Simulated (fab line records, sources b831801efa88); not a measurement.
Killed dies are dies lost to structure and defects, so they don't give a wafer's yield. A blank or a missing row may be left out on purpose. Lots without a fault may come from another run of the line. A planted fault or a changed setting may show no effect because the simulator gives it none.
Chamber matching | flow sky130 | SKY_POLY_GATE_ETCH_17 on rie_si-01: 4 sister chambers
The step etches poly-Si in HBr/Cl2, stops on SiO2, target depth 180 nm, time 70.5 s. 4 wafers are shown with their chamber, then 7 later ones without.

WAFERS WITH THEIR CHAMBER
wafer  | chamber | drypump_motor_current_A (A)
L412.4 | 2       | 5.17
L412.6 | 3       | 5.25
L414.1 | 1       | 5.58
L414.3 | 0       | 5.01

WAFERS WITHOUT THEIR CHAMBER
wafer  | drypump_motor_current_A (A)
L414.5 | 5.59
L416.1 | 4.97
L416.2 | 5.25
L416.3 | 5.58
L418.1 | 5.19
L418.3 | 5.04
L418.6 | 5.19

WHICH CHAMBER EACH WENT THROUGH
wafer  | from the rows above     | in truth
L414.5 | 1                       | 1
L416.1 | 0                       | 0
L416.2 | 3                       | 3
L416.3 | 1                       | 1
L418.1 | can't be placed: 2 or 3 | 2
L418.3 | 0                       | 0
L418.6 | can't be placed: 2 or 3 | 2
Placed correctly: 5 of 7. Can't be placed from these rows: 2 (the true chamber is among the candidates in 2). Placed wrongly: 0.
How it was worked out, from the rows above alone: a wafer's distance from a chamber is the root of the sum, over the readings, of the square of ((its reading less the chamber's mean) divided by the reading's scatter). The wafer belongs to the nearest chamber; if the next one is less than 2 further off, it can't be placed. A chamber's mean is the mean of its shown wafers. The scatter: with one shown wafer a chamber, the root of the mean of the squares of how far each hidden wafer lies from its nearest shown one.
